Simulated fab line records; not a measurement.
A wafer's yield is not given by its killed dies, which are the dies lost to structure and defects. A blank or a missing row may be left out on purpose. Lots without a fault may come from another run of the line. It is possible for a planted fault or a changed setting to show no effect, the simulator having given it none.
One fault through the eyes of 2 desks ; flow gf180mcu ; each desk holds nothing but its own numbers, with what lay behind them at the end

== FROM THE METROLOGY DESK ==
Lot by lot, what the gauges showed, no matter which tool ran the lot: averages of those sampled wafers that carry a number. Any lot whose mean is over 4 standard deviations away from the usual mean is out of limits and marked OUT; that distance is given in the brackets.
Columns: A = VT_IMPLANT_4_TW at GF_VT_IMPLANT_TW_MEAS_43, usual 688; B = cd_nm at GF_V1_CD_MEAS_14, usual 260.3 nm
lot;first seen here;A;B
L101;day 7 20:09;685;258.6
L102;day 8 02:04;694;260.4
L103;day 8 06:17;685;264.1
L104;day 8 15:38;678;259.6
L105;day 8 23:13;693;259.2
L106;day 9 04:36;683;261.2
L109;day 10 00:42;690;260.2
L112;day 10 21:40;687;260.0
L114;day 11 11:41;686;261.2
L115;day 11 23:07;704;259.1
L116;day 12 06:30;702;260.5
L117;day 12 11:41;708 (+4.1) OUT;259.1
L121;day 13 12:45;691;260.0
L122;day 13 19:20;686;260.5
This desk's result: L117 out of limits, first on L117 (VT_IMPLANT_4_TW at GF_VT_IMPLANT_TW_MEAS_43), day 12 11:41. L101, L102, L103, L104, L105, L106, L109, L112, L114, L115, L116, L121, L122 stayed within limits.

== AT THE TOOL OWNER'S DESK: implanter-04 ==
For each lot that ran on this tool, the mean over its sampled wafers that have a number, from the tool's own readings at GF_VT_IMPLANT_IMPLANT_41. Any lot whose mean is over 4 standard deviations away from the usual mean is out of limits and marked OUT; that distance is given in the brackets.
Columns: A = beam_on_s at GF_VT_IMPLANT_IMPLANT_41, usual 9.99 s; B = faraday_current_uA at GF_VT_IMPLANT_IMPLANT_41, usual 5.72
lot;first seen here;A;B
L101;day 7 19:55;9.75;5.86
L102;day 8 01:52;10.01;5.70
L105;day 8 22:58;9.93;5.75
L109;day 10 00:28;9.95;5.73
L115;day 11 22:54;10.74 (+4.2) OUT;5.30
L116;day 12 06:20;10.75 (+4.2) OUT;5.31
L117;day 12 11:26;10.90 (+5.1) OUT;5.25 (-4.3) OUT
Finding of this desk: L115, L116, L117 out of limits; the first was L115 at day 11 22:54, on beam_on_s at GF_VT_IMPLANT_IMPLANT_41. L101, L102, L105, L109 stayed within limits.

== ALL TOGETHER ==
On L115, L116, L117, at day 11 22:54, an alarm was possible from the tool owner's desk.
At day 12 11:41 the metrology desk could have sounded an alarm, on L117.
The metrology desk has L115, L116 on record, within its limits.
Of the lots named, all ran GF_VT_IMPLANT_IMPLANT_41 on implanter-04.

== WHAT WAS PUT IN BY THE SIMULATOR ==
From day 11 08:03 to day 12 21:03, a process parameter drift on implanter-04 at GF_VT_IMPLANT_IMPLANT_41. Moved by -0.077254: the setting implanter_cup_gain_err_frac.
Shown lots that were struck: L115, L116, L117.
Hours from the fault's start to each desk's first reading out of limits: the tool owner's desk, 15; the metrology desk, 28.
